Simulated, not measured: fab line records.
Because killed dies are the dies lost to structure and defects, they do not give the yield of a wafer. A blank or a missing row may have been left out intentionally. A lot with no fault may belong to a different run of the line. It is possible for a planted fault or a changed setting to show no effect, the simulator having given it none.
Matching of chambers	flow sfq_line	SFQ_TRILAYER_I0_VIA_BARC_OPEN_VIA_ETCH_046 on rie_diel-03 has 4 sister chambers
The step etches BARC in O2, target depth 125 nm, time 41.7 s. 14 wafers are shown with their chamber, then 7 later ones without.

== WAFERS WITH THEIR CHAMBER ==
wafer	chamber	drypump_motor_current_A (A)	oes_product_au (a.u.)
L588.2	3	5.95	0.685
L588.3	2	5.52	0.687
L588.4	0	5.68	0.688
L599.2	3	5.90	0.675
L599.4	2	5.52	0.688
L599.6	3	5.92	0.689
L601.1	2	5.55	0.694
L601.3	1	5.73	0.695
L601.4	0	5.65	0.684
L603.1	1	5.73	0.692
L603.2	0	5.66	0.685
L603.6	3	5.93	0.685
L609.2	3	5.95	0.693
L609.3	2	5.53	0.691

SIGNATURES (means of the wafers above)
reading	chamber 0	chamber 1	chamber 2	chamber 3	scatter within a chamber
drypump_motor_current_A	5.6633	5.7300	5.5300	5.9300	0.0169
oes_product_au	0.68567	0.69350	0.69000	0.68540	0.00472
Rule: a wafer's distance from a chamber is the root of the sum, over the readings, of the square of ((its reading less the chamber's mean) divided by the reading's scatter). The wafer belongs to the nearest chamber; if the next one is less than 2 further off, it can't be placed. How the scatter is found: for the shown wafers, subtract from each reading the mean of its chamber, square and add these, divide the total by (wafers less chambers), then take the root.

== WAFERS WITH NO CHAMBER GIVEN ==
wafer	drypump_motor_current_A (A)	oes_product_au (a.u.)
L609.4	5.94	0.694
L610.3	5.65	0.686
L610.4	5.65	0.683
L610.6	5.93	0.695
L611.1	5.94	0.684
L611.3	5.54	0.687
L611.6	5.56	0.690

== WHICH CHAMBER EACH ONE RAN IN ==
wafer	from the rows above	in truth
L609.4	3	3
L610.3	0	0
L610.4	0	0
L610.6	3	3
L611.1	3	3
L611.3	2	2
L611.6	2	2
Placed correctly: 7 of 7. Number that these rows cannot place: 0. Number placed wrongly: 0.
